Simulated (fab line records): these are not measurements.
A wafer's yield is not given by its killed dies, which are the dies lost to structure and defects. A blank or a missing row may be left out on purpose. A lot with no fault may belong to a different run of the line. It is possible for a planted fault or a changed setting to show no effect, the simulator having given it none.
fab line records -- flow gf180mcu
record: lots: 5, wafers: 23
route steps=602 shown V1@345 M2@365 M3@411 V3@431
start-h: hours from the record's opening day to when the first of the lot's shown wafers began -- wait-h: how many hours have passed since the lot's step before this one -- " identical to the entry in the row above -- L1.1+2: one row covering several wafers at once -- - no value, or no start given -- * or withheld: withheld -- < > ~ a bound
route shown NAME@n: NAME is a module with steps in the file, n the number in the route of the first one -- usual: the fault-free wafers' mean and standard deviation -- same: alike in all rows -- chamber/n: place in a boat -- sites: per-site readings -- _std_site: how widely they spread, as a standard deviation -- _edge_site: inner sites' mean taken away from outer sites' mean -- radius-mm: how far each site lies from the wafer's centre -- mask NAME#n: copy n -- behind: the most recent tool/chamber to have shaped the wafer -- hold: reason for holding the lot/hours on hold/outcome of the hold -- device: which transistor (n, p or np) failed to switch -- end of line: the tests these same wafers got at the end of their route -- a step with no rows: only its recipe -- killed: the dies lost at the first sort to structure and to defects; this is not the yield of the wafer -- map: dies across one wafer; x = killed, . = not, _ = none there
set.NAME: setting as actually run; set.NAME@STEP: the setting as run at that earlier step -- model.NAME: the simulator's own value behind a step, which no gauge read
lots whose settings were changed on purpose; a table a step, a row a wafer
== steps ==
step: GF_V1_SOFTBAKE_10
recipe: temp-c: 130, time-s: 60, resist: KrF
lot.wafer,tool,chamber,start-h,wait-h,set.time-s
L074.1+2+3+4+5,litho-track-04,0,-,-,60
L077.1+2+6,litho-track-03,0,-,-,60
L077.4+5,litho-track-03,0,-,-,68.75
L081.1+5,litho-track-04,0,-,-,60
L081.2+3+6,litho-track-04,0,-,-,52.23
L082.2+3+5,litho-track-04,0,-,-,60
L084.1+3+4,litho-track-01,0,-,-,64.84
L084.2+5,litho-track-01,0,-,-,60
step: GF_V1_EXPOSE_11
recipe: mask-id: Via1, target-cd-nm: 260, na: 0.68, source-shape: conventional, sigma-outer: 0.6, dose-mj: 38
step: GF_V1_PEB_12
recipe: peb-temp-c: 135, peb-time-s: 90, resist: KrF
step: GF_V1_ETCH_16
recipe: chemistry: N2/H2, target-depth-a: withheld, overetch-a: withheld, time-s: withheld, target: BARC, ion-energy-ev: 200, source-w: 500, bias-w: 100, pressure-mtorr: 30, n2-flow-sccm: 100, h2-flow-sccm: 200
step: GF_V1_ETCH_17
recipe: chemistry: C4F8/O2/Ar, mask-material: KrF, target: SiO2, stop-on: TiN, source-w: 1500, bias-w: 1200, pressure-mtorr: 40, c4f8-flow-sccm: withheld, O2_flow_sccm: 6, Ar_flow_sccm: 300, time-s: withheld, target-depth-a: 6300
usual: oes-product-au: 0.856/0.0043
lot.wafer,tool,chamber,start-h,wait-h,set.leave-above-ref-nm@V1_CMP_04,oes-product-au,model.V1.feature-depth-nm
L074.1,rie-diel-02,3,-,-,651.3,0.864,651.4
L074.2,rie-diel-02,2,-,-,632.5,0.859,632.2
L074.3,rie-diel-02,0,-,-,651.3,0.870,651
L074.4,rie-diel-02,1,-,-,651.3,0.875,650.2
L074.5,rie-diel-02,1,-,-,632.5,0.852,630.9
L077.1,rie-diel-02,1,-,-,632.5,0.857,632.5
L077.2,rie-diel-02,2,-,-,632.5,0.859,631.7
L077.4,rie-diel-02,3,-,-,632.5,0.853,632
L077.5,rie-diel-02,3,-,-,632.5,0.861,631.9
L077.6,rie-diel-02,2,-,-,632.5,0.849,631.8
L081.1,rie-diel-04,0,-,-,665.7,0.880,666.1
L081.2,rie-diel-04,2,-,-,665.7,0.880,666.2
L081.3,rie-diel-04,1,-,-,632.5,0.858,633
L081.5,rie-diel-04,0,-,-,632.5,0.858,632.8
L081.6,rie-diel-04,2,-,-,632.5,0.855,632.8
L082.2,rie-diel-04,1,-,-,632.5,0.855,632.4
L082.3,rie-diel-04,2,-,-,632.5,0.860,632.2
L082.5,rie-diel-04,0,-,-,632.5,0.858,632.4
L084.1,rie-diel-02,2,-,-,632.5,0.857,633.2
L084.2,rie-diel-02,3,-,-,591.1,0.818,590.9
L084.3,rie-diel-02,1,-,-,632.5,0.855,632.8
L084.4,rie-diel-02,0,-,-,591.1,0.831,591.5
L084.5,rie-diel-02,3,-,-,591.1,0.830,592.3
step: GF_V1_SPUTTER_21
recipe: material: Ti, target-thk-nm: 15, chamber-pressure-pa: 5, power-w: 2500, substrate-temp-c: 200, time-s: 80.02
lot.wafer,tool,chamber,start-h,wait-h,set.time-s,model.Ti_of_V1_SPUTTER_21.thk-nm
L074.1,pvd-sputter-04,-,410.14,0.0,80.02,14.81
L074.2,pvd-sputter-04,-,410.14,0.0,80.02,14.77
L074.3,pvd-sputter-04,-,410.14,0.0,84.24,15.7
L074.4+5,pvd-sputter-04,-,410.14,0.0,84.24,15.58
L077.1,pvd-sputter-02,-,439.41,0.0,69.38,13.03
L077.2,pvd-sputter-02,-,439.41,0.0,80.02,15.31
L077.4,pvd-sputter-02,-,439.41,0.0,69.38,13.16
L077.5,pvd-sputter-02,-,439.41,0.0,69.38,13.07
L077.6,pvd-sputter-02,-,439.41,0.0,80.02,15.23
L081.1,pvd-sputter-04,-,476.71,0.0,80.02,14.62
L081.2,pvd-sputter-04,-,476.71,0.0,87.98,16.04
L081.3,pvd-sputter-04,-,476.71,0.0,80.02,14.67
L081.5,pvd-sputter-04,-,476.71,0.0,80.02,14.61
L081.6,pvd-sputter-04,-,476.71,0.0,87.98,16.29
L082.2,pvd-sputter-04,-,480.41,0.0,80.02,14.94
L082.3,pvd-sputter-04,-,480.41,0.0,80.02,14.81
L082.5,pvd-sputter-04,-,480.41,0.0,80.02,14.91
L084.1+2,pvd-sputter-03,-,509.12,0.0,68.27,12.86
L084.3,pvd-sputter-03,-,509.12,0.0,80.02,14.93
L084.4,pvd-sputter-03,-,509.12,0.0,80.02,14.87
L084.5,pvd-sputter-03,-,509.12,0.0,80.02,15.06
step: GF_M2_SPUTTER_03
recipe: material: Ti, target-thk-nm: 10, substrate-temp-c: 300, chamber-pressure-pa: 0.3, power-w: 3000, time-s: 6.7
lot.wafer,tool,chamber,start-h,wait-h,set.power-w,model.Ti_of_M2_SPUTTER_03.thk-nm
L074.1,pvd-sputter-01,-,410.99,0.0,3238,10.91
L074.2,pvd-sputter-01,-,410.99,0.0,3238,10.76
L074.3,pvd-sputter-01,-,410.99,0.0,3238,10.75
L074.4,pvd-sputter-01,-,410.99,0.0,3000,10.01
L074.5,pvd-sputter-01,-,410.99,0.0,3000,9.951
L077.1,pvd-sputter-04,-,440.26,0.0,2891,9.48
L077.2,pvd-sputter-04,-,440.26,0.0,3000,9.872
L077.4,pvd-sputter-04,-,440.26,0.0,3000,10
L077.5,pvd-sputter-04,-,440.26,0.0,3000,9.944
L077.6,pvd-sputter-04,-,440.26,0.0,2891,9.379
L081.1+5,pvd-sputter-01,-,477.56,0.0,2716,9.149
L081.2,pvd-sputter-01,-,477.56,0.0,2716,9.244
L081.3,pvd-sputter-01,-,477.56,0.0,3000,10.02
L081.6,pvd-sputter-01,-,477.56,0.0,3000,10.28
L082.2,pvd-sputter-01,-,481.26,0.0,3000,10.04
L082.3+5,pvd-sputter-01,-,481.26,0.0,3000,10
L084.1,pvd-sputter-04,-,509.99,0.0,3190,10.59
L084.2,pvd-sputter-04,-,509.99,0.0,3000,9.938
L084.3,pvd-sputter-04,-,509.99,0.0,3000,9.857
L084.4,pvd-sputter-04,-,509.99,0.0,3190,10.56
L084.5,pvd-sputter-04,-,509.99,0.0,3190,10.52
step: GF_M2_COAT_09
recipe: resist: KrF, spin-rpm: withheld, resist-thk-nm: 1000
lot.wafer,tool,chamber,start-h,wait-h,set.resist-thk-nm,model.KrF_of_M2_COAT_09.thk-nm
L074.1+2,litho-track-04,0,422.27,0.1,1031,-
L074.3,litho-track-04,0,422.27,0.1,1000,-
L074.4,litho-track-04,0,422.27,0.1,1031,1031
L074.5,litho-track-04,0,422.27,0.1,1000,999.9
L077.1,litho-track-02,0,451.85,0.1,983.3,985.4
L077.2,litho-track-02,0,451.85,0.1,983.3,987.5
L077.4,litho-track-02,0,451.85,0.1,983.3,986.9
L077.5,litho-track-02,0,451.85,0.1,1000,1007
L077.6,litho-track-02,0,451.85,0.1,1000,1005
L081.1+5,litho-track-02,0,489.55,0.1,960.4,-
L081.2,litho-track-02,0,489.55,0.1,1000,-
L081.3,litho-track-02,0,489.55,0.1,1000,1000
L081.6,litho-track-02,0,489.55,0.1,960.4,960.4
L082.2,litho-track-01,0,493.46,0.1,1000,997.7
L082.3,litho-track-01,0,493.46,0.1,1000,996.2
L082.5,litho-track-01,0,493.46,0.1,1000,998.6
L084.1+5,litho-track-01,0,521.94,0.1,969.5,-
L084.2+3,litho-track-01,0,521.94,0.1,1000,1004
L084.4,litho-track-01,0,521.94,0.1,1000,-
step: GF_M2_SOFTBAKE_10
recipe: temp-c: 130, time-s: 60, resist: KrF
step: GF_M2_EXPOSE_11
recipe: mask-id: Metal2, target-cd-nm: 280, na: 0.68, source-shape: conventional, sigma-outer: 0.6, dose-mj: 28
step: GF_M2_METAL_ETCH_16
recipe: chemistry: Cl2/BCl3, mask-material: KrF, target-depth-nm: 627.5, stop-on: SiO2, pressure-mtorr: 8, icp-w: 800, bias-w: 140, Cl2_flow_sccm: 80, bcl3-flow-sccm: 40, time-s: 104.6
lot.wafer,tool,chamber,start-h,wait-h,set.resist-thk-nm@M2_COAT_09,model.KrF_of_M2_COAT_09.thk-nm
L074.1+2,rie-metal-04,"0,1",434.13,0.0,1031,-
L074.3,rie-metal-04,0,434.13,0.0,1000,-
L074.4,rie-metal-04,1,434.13,0.0,1031,765.3
L074.5,rie-metal-04,0,434.13,0.0,1000,732.6
L077.1,rie-metal-02,1,464.63,0.0,983.3,717.9
L077.2,rie-metal-02,0,464.63,0.0,983.3,721.4
L077.4,rie-metal-02,1,464.63,0.0,983.3,717.8
L077.5,rie-metal-02,0,464.63,0.0,1000,742.8
L077.6,rie-metal-02,1,464.63,0.0,1000,738.3
L081.1+5,rie-metal-02,"1,0",501.23,0.0,960.4,-
L081.2,rie-metal-02,0,501.23,0.0,1000,-
L081.3,rie-metal-02,1,501.23,0.0,1000,731.1
L081.6,rie-metal-02,1,501.23,0.0,960.4,692.4
L082.2,rie-metal-02,0,504.99,0.0,1000,731.3
L082.3,rie-metal-02,1,504.99,0.0,1000,730
L082.5,rie-metal-02,0,504.99,0.0,1000,733.5
L084.1+5,rie-metal-04,"0,1",533.18,0.0,969.5,-
L084.2,rie-metal-04,1,533.18,0.0,1000,739
L084.3,rie-metal-04,1,533.18,0.0,1000,737.7
L084.4,rie-metal-04,0,533.18,0.0,1000,-
step: GF_M2_STRIP_17
recipe: chemistry: O2/N2, power-w: 1400, pressure-mtorr: 1500, platen-temp-c: 250, o2-flow-sccm: 3000, n2-flow-sccm: 300, overash-fraction: 0.5
usual: strip-time-to-endpoint-s: 7.878/0.028
lot.wafer,tool,chamber,start-h,wait-h,set.resist-thk-nm@M2_COAT_09,strip-time-to-endpoint-s
L074.1,plasma-asher-03,1,434.24,0.1,1031,8.153
L074.2,plasma-asher-03,0,434.24,0.1,1031,8.152
L074.3,plasma-asher-03,1,434.24,0.1,1000,7.840
L074.4,plasma-asher-03,0,434.24,0.1,1031,8.176
L074.5,plasma-asher-03,0,434.24,0.1,1000,7.843
L077.1,plasma-asher-03,1,464.74,0.1,983.3,7.710
L077.2,plasma-asher-03,0,464.74,0.1,983.3,7.742
L077.4,plasma-asher-03,0,464.74,0.1,983.3,7.690
L077.5,plasma-asher-03,1,464.74,0.1,1000,7.932
L077.6,plasma-asher-03,0,464.74,0.1,1000,7.902
L081.1,plasma-asher-02,0,501.34,0.1,960.4,7.453
L081.2,plasma-asher-02,1,501.34,0.1,1000,7.886
L081.3,plasma-asher-02,1,501.34,0.1,1000,7.854
L081.5,plasma-asher-02,0,501.34,0.1,960.4,7.486
L081.6,plasma-asher-02,1,501.34,0.1,960.4,7.474
L082.2,plasma-asher-03,1,505.11,0.1,1000,7.840
L082.3,plasma-asher-03,1,505.11,0.1,1000,7.810
L082.5,plasma-asher-03,0,505.11,0.1,1000,7.867
L084.1,plasma-asher-02,1,533.29,0.1,969.5,7.618
L084.2,plasma-asher-02,0,533.29,0.1,1000,7.914
L084.3,plasma-asher-02,0,533.29,0.1,1000,7.906
L084.4,plasma-asher-02,1,533.29,0.1,1000,7.918
L084.5,plasma-asher-02,1,533.29,0.1,969.5,7.572
step: GF_M3_SPUTTER_02
recipe: material: AlCu, target-thk-nm: 450, power-w: 10600, time-s: 23.9, chamber-pressure-pa: 0.4
lot.wafer,tool,chamber,start-h,wait-h,set.time-s,model.AlCu_of_M3_SPUTTER_02.thk-nm
L074.1,pvd-sputter-01,-,462.00,0.0,23.9,450.4
L074.2,pvd-sputter-01,-,462.00,0.0,22.17,417.4
L074.3,pvd-sputter-01,-,462.00,0.0,22.17,421.1
L074.4,pvd-sputter-01,-,462.00,0.0,23.9,449.8
L074.5,pvd-sputter-01,-,462.00,0.0,22.17,418.9
L077.1,pvd-sputter-02,-,491.83,0.0,20.69,384.8
L077.2,pvd-sputter-02,-,491.83,0.0,23.9,446.6
L077.4,pvd-sputter-02,-,491.83,0.0,20.69,391.1
L077.5,pvd-sputter-02,-,491.83,0.0,23.9,445.9
L077.6,pvd-sputter-02,-,491.83,0.0,20.69,384
L081.1,pvd-sputter-01,-,527.14,0.0,23.9,444.7
L081.2,pvd-sputter-01,-,527.14,0.0,23.9,447.5
L081.3,pvd-sputter-01,-,527.14,0.0,23.9,448.7
L081.5,pvd-sputter-01,-,527.14,0.0,23.9,448.2
L081.6,pvd-sputter-01,-,527.14,0.0,23.9,446.4
L082.2,pvd-sputter-04,-,531.01,0.0,23.9,451.9
L082.3,pvd-sputter-04,-,531.01,0.0,23.9,449.6
L082.5,pvd-sputter-04,-,531.01,0.0,23.9,453.8
L084.1,pvd-sputter-04,-,558.09,0.0,23.9,457.7
L084.2,pvd-sputter-04,-,558.09,0.0,22.8,433.9
L084.3,pvd-sputter-04,-,558.09,0.0,23.9,455.4
L084.4,pvd-sputter-04,-,558.09,0.0,23.9,453.8
L084.5,pvd-sputter-04,-,558.09,0.0,22.8,433.2
step: GF_M3_SPUTTER_03
recipe: material: Ti, target-thk-nm: 10, substrate-temp-c: 300, chamber-pressure-pa: 0.3, power-w: 3000, time-s: 6.7
step: GF_M3_SPUTTER_04
recipe: material: TiN, target-thk-nm: 50, power-w: 6500, time-s: 41.7, chamber-pressure-pa: 0.4
step: GF_M3_RS_MEAS_05
recipe: thk-meas-gauge: four-point-probe, reads: TiN_of_M3_SPUTTER_04+Ti_of_M3_SPUTTER_03+AlCu_of_M3_SPUTTER_02+TiN_of_M3_SPUTTER_01+Ti_of_M3_SPUTTER_00
usual: M3_ALCU_RS: 0.0696/0.00053
lot.wafer,tool,chamber,start-h,wait-h,set.time-s@M3_SPUTTER_02,M3_ALCU_RS[ohm/sq]
L074.1,film-metro-03,-,462.09,0.0,23.9,0.0693
L074.2,film-metro-03,-,462.09,0.0,22.17,0.0750
L074.3,film-metro-03,-,462.09,0.0,22.17,0.0743
L074.4,film-metro-03,-,462.09,0.0,23.9,0.0695
L074.5,film-metro-03,-,462.09,0.0,22.17,0.0746
L077.1,film-metro-02,-,491.92,0.0,20.69,0.0814
L077.2,film-metro-02,-,491.92,0.0,23.9,0.0700
L077.4,film-metro-02,-,491.92,0.0,20.69,0.0801
L077.5,film-metro-02,-,491.92,0.0,23.9,0.0702
L077.6,film-metro-02,-,491.92,0.0,20.69,0.0814
L081.1,film-metro-04,-,527.23,0.0,23.9,0.0704
L081.2,film-metro-04,-,527.23,0.0,23.9,0.0699
L081.3,film-metro-04,-,527.23,0.0,23.9,0.0698
L081.5,film-metro-04,-,527.23,0.0,23.9,0.0699
L081.6,film-metro-04,-,527.23,0.0,23.9,0.0701
L082.2,film-metro-03,-,531.12,0.0,23.9,0.0692
L082.3,film-metro-03,-,531.12,0.0,23.9,0.0696
L082.5,film-metro-03,-,531.12,0.0,23.9,0.0688
L084.1,film-metro-04,-,558.18,0.0,23.9,0.0682
L084.2,film-metro-04,-,558.18,0.0,22.8,0.0721
L084.3,film-metro-04,-,558.18,0.0,23.9,0.0687
L084.4,film-metro-04,-,558.18,0.0,23.9,0.0688
L084.5,film-metro-04,-,558.18,0.0,22.8,0.0721
step: GF_M3_THK_MEAS_06
recipe: thk-meas-gauge: xrf, reads: AlCu_of_M3_SPUTTER_02
usual: M3_ALCU_THK: 448/4.4
lot.wafer,tool,chamber,start-h,wait-h,set.time-s@M3_SPUTTER_02,M3_ALCU_THK[nm]
L074.1,film-metro-03,-,462.21,0.1,23.9,450
L074.2,film-metro-03,-,462.21,0.1,22.17,415
L074.3,film-metro-03,-,462.21,0.1,22.17,421
L074.4,film-metro-03,-,462.21,0.1,23.9,450
L074.5,film-metro-03,-,462.21,0.1,22.17,417
L077.1,film-metro-02,-,492.04,0.1,20.69,379
L077.2,film-metro-02,-,492.04,0.1,23.9,442
L077.4,film-metro-02,-,492.04,0.1,20.69,386
L077.5,film-metro-02,-,492.04,0.1,23.9,441
L077.6,film-metro-02,-,492.04,0.1,20.69,379
L081.1,film-metro-04,-,527.35,0.1,23.9,447
L081.2,film-metro-04,-,527.35,0.1,23.9,451
L081.3,film-metro-04,-,527.35,0.1,23.9,452
L081.5,film-metro-04,-,527.35,0.1,23.9,449
L081.6,film-metro-04,-,527.35,0.1,23.9,449
L082.2,film-metro-03,-,531.23,0.1,23.9,446
L082.3,film-metro-03,-,531.23,0.1,23.9,445
L082.5,film-metro-03,-,531.23,0.1,23.9,447
L084.1,film-metro-04,-,558.30,0.1,23.9,455
L084.2,film-metro-04,-,558.30,0.1,22.8,433
L084.3,film-metro-04,-,558.30,0.1,23.9,455
L084.4,film-metro-04,-,558.30,0.1,23.9,451
L084.5,film-metro-04,-,558.30,0.1,22.8,434
step: GF_M3_EXPOSE_11
recipe: mask-id: Metal3, target-cd-nm: 280, na: 0.68, source-shape: conventional, sigma-outer: 0.6, dose-mj: 28
lot.wafer,tool,chamber,start-h,wait-h,mask,set.dose-mj
L074.1+2+5,krf-scanner-01,0,-,-,Metal3#0,27.35
L074.3+4,krf-scanner-01,0,-,-,Metal3#0,28
L077.1+5,krf-scanner-02,0,-,-,Metal3#0,29.88
L077.2+4+6,krf-scanner-02,0,-,-,Metal3#0,28
L081.1+6,krf-scanner-01,0,-,-,Metal3#0,29.91
L081.2+3+5,krf-scanner-01,0,-,-,Metal3#0,28
L082.2+3+5,krf-scanner-01,0,-,-,Metal3#0,28
L084.1+2+5,krf-scanner-02,0,-,-,Metal3#0,28
L084.3+4,krf-scanner-02,0,-,-,Metal3#0,29.55
step: GF_M3_PEB_12
recipe: peb-temp-c: 135, peb-time-s: 90, resist: KrF
step: GF_M3_DEVELOP_13
recipe: develop-time-s: 60, dev-temp-c: 21
step: GF_M3_CD_MEAS_14
recipe: target-cd-nm: 280
usual: cd-nm: 280.3/1.1
lot.wafer,tool,chamber,start-h,wait-h,set.dose-mj@M3_EXPOSE_11,cd-nm
L074.1,cd-sem-02,-,485.99,0.1,27.35,283.0
L074.2,cd-sem-02,-,485.99,0.1,27.35,283.2
L074.3,cd-sem-02,-,485.99,0.1,28,278.3
L074.4,cd-sem-02,-,485.99,0.1,28,278.2
L074.5,cd-sem-02,-,485.99,0.1,27.35,283.0
L077.1,cd-sem-01,-,515.10,0.1,29.88,268.5
L077.2,cd-sem-01,-,515.10,0.1,28,279.1
L077.4,cd-sem-01,-,515.10,0.1,28,279.8
L077.5,cd-sem-01,-,515.10,0.1,29.88,270.2
L077.6,cd-sem-01,-,515.10,0.1,28,279.1
L081.1,cd-sem-01,-,550.34,0.2,29.91,270.3
L081.2,cd-sem-01,-,550.34,0.2,28,281.1
L081.3,cd-sem-01,-,550.34,0.2,28,280.7
L081.5,cd-sem-01,-,550.34,0.2,28,279.9
L081.6,cd-sem-01,-,550.34,0.2,29.91,271.2
L082.2,cd-sem-01,-,553.60,0.1,28,280.5
L082.3,cd-sem-01,-,553.60,0.1,28,280.1
L082.5,cd-sem-01,-,553.60,0.1,28,280.8
L084.1,cd-sem-02,-,580.08,0.1,28,280.5
L084.2,cd-sem-02,-,580.08,0.1,28,281.4
L084.3,cd-sem-02,-,580.08,0.1,29.55,273.3
L084.4,cd-sem-02,-,580.08,0.1,29.55,274.2
L084.5,cd-sem-02,-,580.08,0.1,28,281.6
step: GF_M3_METAL_ETCH_16
recipe: chemistry: Cl2/BCl3, mask-material: KrF, target-depth-nm: 627.5, stop-on: SiO2, pressure-mtorr: 8, icp-w: 800, bias-w: 140, Cl2_flow_sccm: 80, bcl3-flow-sccm: 40, time-s: 104.6
usual: oes-product-au: 0.972/0.005
lot.wafer,tool,chamber,start-h,wait-h,set.time-s@M3_SPUTTER_02,set.dose-mj@M3_EXPOSE_11,oes-product-au,model.M3.cd-nm
L074.1,rie-metal-01,1,486.14,0.0,23.9,27.35,0.968,288.2
L074.2,rie-metal-01,0,486.14,0.0,22.17,27.35,0.935,283.8
L074.3,rie-metal-01,1,486.14,0.0,22.17,28,0.950,283.7
L074.4,rie-metal-01,0,486.14,0.0,23.9,28,0.975,280.5
L074.5,rie-metal-01,1,486.14,0.0,22.17,27.35,0.941,287
L077.1,rie-metal-03,1,515.26,0.0,20.69,29.88,0.909,268.1
L077.2,rie-metal-03,0,515.26,0.0,23.9,28,0.964,280.3
L077.4,rie-metal-03,1,515.26,0.0,20.69,28,0.914,279.6
L077.5,rie-metal-03,0,515.26,0.0,23.9,29.88,0.976,269.9
L077.6,rie-metal-03,1,515.26,0.0,20.69,28,0.908,277.2
L081.1,rie-metal-04,0,550.49,0.0,23.9,29.91,0.971,272.3
L081.2,rie-metal-04,0,550.49,0.0,23.9,28,0.977,282
L081.3,rie-metal-04,0,550.49,0.0,23.9,28,0.970,281.5
L081.5,rie-metal-04,0,550.49,0.0,23.9,28,0.970,280.1
L081.6,rie-metal-04,0,550.49,0.0,23.9,29.91,0.982,271.3
L082.2,rie-metal-03,0,553.74,0.0,23.9,28,0.974,282
L082.3,rie-metal-03,1,553.74,0.0,23.9,28,0.976,279
L082.5,rie-metal-03,1,553.74,0.0,23.9,28,0.976,280.4
L084.1,rie-metal-04,0,580.24,0.0,23.9,28,0.981,282
L084.2,rie-metal-04,1,580.24,0.0,22.8,28,0.955,282.3
L084.3,rie-metal-04,1,580.24,0.0,23.9,29.55,0.978,273.6
L084.4,rie-metal-04,0,580.24,0.0,23.9,29.55,0.974,277.9
L084.5,rie-metal-04,0,580.24,0.0,22.8,28,0.966,283.2
step: GF_V3_CVD_02
recipe: material: SiO2, target-thk-nm: 850, precursor: TEOS, temp-c: 400, time-s: 94.851, rf-w: 600
lot.wafer,tool,chamber,start-h,wait-h,set.time-s,model.SiO2_of_V3_CVD_02.thk-nm
L074.1,pecvd-04,0,486.92,0.1,94.851,866.3
L074.2,pecvd-04,2,486.92,0.1,89.1,809.3
L074.3,pecvd-04,1,486.92,0.1,94.851,860.2
L074.4,pecvd-04,2,486.92,0.1,89.1,819.6
L074.5,pecvd-04,0,486.92,0.1,89.1,820.8
L077.1,pecvd-04,2,516.04,0.1,101,908.6
L077.2,pecvd-04,1,516.04,0.1,94.851,850.9
L077.4,pecvd-04,1,516.04,0.1,101,909.9
L077.5,pecvd-04,0,516.04,0.1,101,911.7
L077.6,pecvd-04,2,516.04,0.1,94.851,866.6
L081.1,pecvd-02,1,551.45,0.1,94.851,835.7
L081.2,pecvd-02,0,551.45,0.1,82.38,727.9
L081.3,pecvd-02,2,551.45,0.1,94.851,836.5
L081.5,pecvd-02,1,551.45,0.1,82.38,741
L081.6,pecvd-02,0,551.45,0.1,82.38,740.9
L082.2,pecvd-03,2,554.58,0.0,94.851,829.9
L082.3,pecvd-03,0,554.58,0.0,94.851,842.2
L082.5,pecvd-03,2,554.58,0.0,94.851,851.2
L084.1,pecvd-03,0,581.03,0.1,94.851,843.4
L084.2,pecvd-03,2,581.03,0.1,94.851,854
L084.3,pecvd-03,1,581.03,0.1,94.851,844.5
L084.4,pecvd-03,0,581.03,0.1,94.851,866.3
L084.5,pecvd-03,1,581.03,0.1,94.851,862.8
step: GF_V3_THK_MEAS_03
recipe: reads: SiO2_of_V3_CVD_02
usual: V3_CVD_02_THK: 849/14
lot.wafer,tool,chamber,start-h,wait-h,set.time-s@V3_CVD_02,V3_CVD_02_THK[nm]
L074.1,film-metro-01,-,486.99,0.0,94.851,866
L074.2,film-metro-01,-,486.99,0.0,89.1,808
L074.3,film-metro-01,-,486.99,0.0,94.851,860
L074.4,film-metro-01,-,486.99,0.0,89.1,820
L074.5,film-metro-01,-,486.99,0.0,89.1,821
L077.1,film-metro-01,-,516.11,0.0,101,910
L077.2,film-metro-01,-,516.11,0.0,94.851,851
L077.4,film-metro-01,-,516.11,0.0,101,911
L077.5,film-metro-01,-,516.11,0.0,101,912
L077.6,film-metro-01,-,516.11,0.0,94.851,866
L081.1,film-metro-01,-,551.52,0.0,94.851,835
L081.2,film-metro-01,-,551.52,0.0,82.38,728
L081.3,film-metro-01,-,551.52,0.0,94.851,836
L081.5,film-metro-01,-,551.52,0.0,82.38,741
L081.6,film-metro-01,-,551.52,0.0,82.38,741
L082.2,film-metro-01,-,554.66,0.0,94.851,830
L082.3,film-metro-01,-,554.66,0.0,94.851,842
L082.5,film-metro-01,-,554.66,0.0,94.851,851
L084.1,film-metro-04,-,581.09,0.0,94.851,843
L084.2,film-metro-04,-,581.09,0.0,94.851,855
L084.3,film-metro-04,-,581.09,0.0,94.851,845
L084.4,film-metro-04,-,581.09,0.0,94.851,868
L084.5,film-metro-04,-,581.09,0.0,94.851,863
step: GF_V3_CMP_04
recipe: material: SiO2, down-force-psi: 4, platen-rpm: 60, pad-velocity-m-s: 0.94248
usual: time-to-endpoint-s: 77/5.8
lot.wafer,tool,chamber,start-h,wait-h,set.time-s@V3_CVD_02,time-to-endpoint-s
L074.4,cmp-01,0,487.05,0.0,89.1,66
L074.3,cmp-01,1,487.05,0.0,94.851,81
L074.2,cmp-01,2,487.05,0.0,89.1,59
L074.1,cmp-01,3,487.05,0.0,94.851,83
L074.5,cmp-01,1,487.05,0.0,89.1,65
L077.2,cmp-01,3,516.17,0.0,94.851,78
L077.1,cmp-01,0,516.17,0.0,101,94
L077.4,cmp-01,1,516.17,0.0,101,101
L077.5,cmp-01,3,516.17,0.0,101,103
L077.6,cmp-01,0,516.17,0.0,94.851,82
L081.3,cmp-01,1,551.61,0.1,94.851,74
L081.1,cmp-01,3,551.61,0.1,94.851,78
L081.2,cmp-01,0,551.61,0.1,82.38,30
L081.6,cmp-01,1,551.61,0.1,82.38,36
L081.5,cmp-01,2,551.61,0.1,82.38,38
L082.3,cmp-02,2,554.81,0.1,94.851,73
L082.2,cmp-02,3,554.81,0.1,94.851,68
L082.5,cmp-02,1,554.81,0.1,94.851,72
L084.1,cmp-02,2,581.15,0.1,94.851,77
L084.4,cmp-02,3,581.15,0.1,94.851,86
L084.3,cmp-02,0,581.15,0.1,94.851,76
L084.2,cmp-02,1,581.15,0.1,94.851,79
L084.5,cmp-02,3,581.15,0.1,94.851,84
== key ==
split: step: GF_V1_SOFTBAKE_10, setting: time-s, stated: 60, by: wafer
response none clear
split: step: GF_V1_SPUTTER_21, setting: time-s, stated: 80.02, by: wafer
response: step: GF_V1_SPUTTER_21, reading: model.Ti_of_V1_SPUTTER_21.thk-nm, change: +0.153, per: 1%, r: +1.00
split: step: GF_M2_SPUTTER_03, setting: power-w, stated: 3000, by: wafer
response: step: GF_M2_SPUTTER_03, reading: model.Ti_of_M2_SPUTTER_03.thk-nm, change: +0.106, per: 1%, r: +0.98
split: step: GF_M2_COAT_09, setting: resist-thk-nm, stated: 1000, by: wafer
response: step: GF_M2_COAT_09, reading: model.KrF_of_M2_COAT_09.thk-nm, change: +10.4, per: 1%, r: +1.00
response: step: GF_M2_METAL_ETCH_16, reading: model.KrF_of_M2_COAT_09.thk-nm, change: +10.7, per: 1%, r: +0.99
response: step: GF_M2_STRIP_17, reading: strip-time-to-endpoint-s, change: *, per: 1%, r: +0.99
split: step: GF_M3_SPUTTER_02, setting: time-s, stated: 23.9, by: wafer
response: step: GF_M3_SPUTTER_02, reading: model.AlCu_of_M3_SPUTTER_02.thk-nm, change: +4.44, per: 1%, r: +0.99
response: step: GF_M3_RS_MEAS_05, reading: M3_ALCU_RS, change: -0.000787, per: 1%, r: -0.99
response: step: GF_M3_THK_MEAS_06, reading: M3_ALCU_THK, change: +4.45, per: 1%, r: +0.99
response: step: GF_M3_METAL_ETCH_16, reading: oes-product-au, change: +0.0043, per: 1%, r: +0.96
split: step: GF_M3_EXPOSE_11, setting: dose-mj, stated: 28, by: wafer
response: step: GF_M3_CD_MEAS_14, reading: cd-nm, change: -1.46, per: 1%, r: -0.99
response: step: GF_M3_METAL_ETCH_16, reading: model.M3.cd-nm, change: -1.4, per: 1%, r: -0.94
split: step: GF_V3_CVD_02, setting: time-s, stated: 94.851, by: wafer
response: step: GF_V3_CVD_02, reading: model.SiO2_of_V3_CVD_02.thk-nm, change: +7.65, per: 1%, r: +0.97
response: step: GF_V3_THK_MEAS_03, reading: V3_CVD_02_THK, change: +7.64, per: 1%, r: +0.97
response: step: GF_V3_CMP_04, reading: time-to-endpoint-s, change: *, per: 1%, r: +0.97
split outside-this-file step=GF_V1_CMP_04 setting=leave-above-ref-nm
split outside-this-file: this setting was split too, and the file shows its column; the key of that split is in another file
